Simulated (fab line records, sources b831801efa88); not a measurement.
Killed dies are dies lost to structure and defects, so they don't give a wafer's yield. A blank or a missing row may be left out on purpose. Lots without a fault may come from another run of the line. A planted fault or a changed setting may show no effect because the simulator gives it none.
A struck lot beside a sound one | flow sky130 | 15 steps out of a route of 708
Sound: wafers L408.1, L408.3, L408.6. Struck: wafers L402.2, L402.3, L402.4. The cause comes at the end.
At each step with rows: each side's tool, then ch and its chambers, then its first start. Under that, the readings that differ: sound wafers | struck wafers | difference of the means | sigmas: that difference in standard deviations of wafers without a fault.
alike: readings whose means differ by less than 2 such deviations, and words and numbers that are the same on both sides. not compared: withheld readings, readings that some wafer has no value for, bounds like >300 that may hide the same value, and numbers for which the record gives no deviation and whose values overlap.
The two part at a step that has a row with sigmas, a row that says differs or no value, or rows on one side only. Numbers that don't overlap but have no deviation are shown without sigmas and don't part them. A reading that every wafer of one side lacks parts them only if that side has two wafers or more.

SKY_METAL3_STRIP_19: strips in O2/N2.
  sound on plasma_asher-04 ch 0,1, day 44 07:44; struck on plasma_asher-01 ch 0,1, day 42 17:07
  alike: drypump_motor_current_A, o2_flow_sccm, oes_product_au, strip_time_to_endpoint_s
  not compared: rf_hours_counter_h
then, 4 steps without rows for these wafers: SKY_METAL3_STRIP_20 (strips in post etch residue remover, time 1200 s); SKY_METAL3_CLEAN_21 (cleans in IPA, time 180 s); SKY_METAL3_CLEAN_22 (cleans in O3/DIW); SKY_VIA3_HDPCVD_00 (deposits SiO2, target thk 1635 nm, time 272.5 s).
SKY_VIA3_THK_MEAS_01:
  sound on film_metro-04, day 44 08:31; struck on film_metro-04, day 42 17:53
  alike: VIA3_HDPCVD_THK
SKY_VIA3_CMP_02: polishes SiO2.
  sound on cmp-02 ch 1,2,3, day 44 08:40; struck on cmp-01 ch 0,2,3, day 42 17:56
  alike: motor_current_A
SKY_VIA3_BOW_MEAS_03:
  sound on film_metro-04, day 44 08:52; struck on film_metro-03, day 42 18:16
  alike: VIA3_BOW
then, 4 steps without rows for these wafers: SKY_VIA3_DEHYDRATE_04 (time 60 s); SKY_VIA3_HMDS_05 (prime time 60 s); SKY_VIA3_COAT_06 (resist thk 60 nm); SKY_VIA3_COAT_07 (resist thk 450 nm).
SKY_VIA3_SOFTBAKE_08: time 90 s.
  sound on litho_track-01 ch 0, day 44 19:00; struck on litho_track-02 ch 0, day 43 04:00
  reading                  | sound                | struck               | difference | sigmas
  heater_power_total_W (W) | 57.49 57.27 57.13    | 58.23 58.62 58.37    | +1.11      | +10
  run_length_s (s)         | 119.34 118.91 118.94 | 114.56 114.21 114.24 | -4.73      | -21
then, 1 step without rows for these wafers: SKY_VIA3_EXPOSE_09 (exposes mask VIM3, target cd 200 nm).
-- the record jumps here: 6 days lie between the struck wafers' starts before and after (it left off in module VIA3 and takes up again in module PAD_OPEN, whose first step shown is number 708 of the route) --
SKY_PAD_OPEN_PROBE_99:
  the record has rows for the struck wafers here (prober-02, day 49 03:15) and none for the sound ones

WHERE THEY PART
First at SKY_VIA3_SOFTBAKE_08; last, within this record, at SKY_PAD_OPEN_PROBE_99.

WHY: what the simulator had put in
Process parameter drift: litho_track-02, from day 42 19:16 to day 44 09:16, at SKY_VIA3_SOFTBAKE_08. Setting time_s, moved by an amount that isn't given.
